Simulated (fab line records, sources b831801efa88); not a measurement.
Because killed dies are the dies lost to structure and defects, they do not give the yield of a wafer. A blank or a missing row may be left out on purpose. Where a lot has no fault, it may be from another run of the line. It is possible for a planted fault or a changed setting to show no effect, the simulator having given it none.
A lot that was struck, set against a sound lot :: flow sky130 :: 15 out of 708 route steps
Sound: the wafers L511.1, L511.2, L511.5. Struck: wafer L527.2 (left out: L527.3, L527.4 of the same lot, which were not struck); the cause appears at the end.
Each step with rows lists, per side, the tool, then ch with its chambers, then its first start. Under that, the readings that differ: sound wafers :: struck wafers :: difference of the means :: sigmas: that difference in standard deviations of wafers without a fault.
alike: readings with means less than 2 such deviations apart, plus words and numbers identical on both sides. not compared: withheld readings, readings lacking a value on some wafer, bounds such as >300 that could conceal the same value, and numbers that have no deviation in the record and whose values overlap.
A row with sigmas, a row that says differs or no value, or rows on one side alone: a step with any of these is where the two part. Non-overlapping numbers with no deviation appear without sigmas and do not part them. A reading that every wafer of one side lacks parts them only if that side has two wafers or more.

SKY_METAL4_METAL_ETCH_18: etches the open film in Cl2/BCl3, stops on SiO2, target depth 845 nm, time 183.1 s.
  sound on rieMetal-01 ch 0,1, day 42 08:58; struck on rieMetal-03 ch 1, day 46 04:46
reading: chamberPressureMTorr (mTorr)
sound: 10.000 9.985 9.991
struck: 10.011
difference: +0.019
sigmas: +2
  alike: drypumpMotorCurrentA, oesProductAu, throttleValvePct
  not compared: rfHoursCounterH
SKY_METAL4_STRIP_19: strips in O2/N2.
  sound on plasmaAsher-01 ch 0,1, day 42 09:09; struck on plasmaAsher-04 ch 0, day 46 04:56
  alike: chamberPressureMTorr, drypumpMotorCurrentA, oesProductAu, stripTimeToEndpointS
  not compared: rfHoursCounterH
then, 4 steps without rows for these wafers: SKY_METAL4_STRIP_20 (strips in post etch residue remover, time 1200 s); SKY_METAL4_CLEAN_21 (cleans in IPA, time 180 s); SKY_METAL4_CLEAN_22 (cleans in O3/DIW); SKY_VIA4_HDPCVD_00 (deposits SiO2, target thk 1750 nm, time 291.7 s).
SKY_VIA4_THK_MEAS_01:
  sound on filmMetro-02, day 42 09:56; struck on filmMetro-02, day 46 05:45
  alike: VIA4_HDPCVD_THK
SKY_VIA4_CMP_02: polishes SiO2.
  sound on cmp-01 ch 0,2,3, day 42 10:00; struck on cmp-01 ch 3, day 46 05:51
  alike: motorCurrentA
SKY_VIA4_BOW_MEAS_03:
  sound on filmMetro-01, day 42 10:18; struck on filmMetro-01, day 46 06:07
reading: VIA4_BOW (um)
sound: 91 89 93
struck: 71
difference: -20
sigmas: -2
then, 3 steps without rows for these wafers: SKY_VIA4_DEHYDRATE_04 (time 60 s); SKY_VIA4_HMDS_05 (prime time 60 s); SKY_VIA4_COAT_06 (resist thk 1140 nm).
SKY_VIA4_SOFTBAKE_07: time 60 s.
  sound on lithoTrack-01 ch 0, day 42 22:17; struck on lithoTrack-01 ch 0, day 46 17:01
reading: runLengthS (s)
sound: 89.44 89.30 89.38
struck: 106.99
difference: +17.62
sigmas: +99 or more
then, 1 step without rows for these wafers: SKY_VIA4_EXPOSE_08 (exposes mask VIM4, target cd 800 nm).
-- the record jumps here: 3 days lie between the struck wafers' starts before and after (it left off in module VIA4 and takes up again in module PAD_OPEN, whose first step shown is number 708 of the route) --
SKY_PAD_OPEN_PROBE_99:
  sound on prober-02, day 46 08:50; struck on prober-01, day 49 17:22
  alike: defectLimitedYield, killed_at_M0_to_M3, killed_at_M4_up, killedAtContacts, killedAtFrontEnd, killedAtOther, killedDies, killedOpen, killedShort, sort_bin_3_pad_short, sort_bin_5_function, sort_bin_6_memory, sortNPass, sortYieldPct

== WHERE THEY PART ==
At SKY_METAL4_METAL_ETCH_18 first; at SKY_VIA4_SOFTBAKE_07 last (within this record only). Later steps at which nothing parts them and some readings are alike: SKY_PAD_OPEN_PROBE_99.

WHY: the cause the simulator had injected
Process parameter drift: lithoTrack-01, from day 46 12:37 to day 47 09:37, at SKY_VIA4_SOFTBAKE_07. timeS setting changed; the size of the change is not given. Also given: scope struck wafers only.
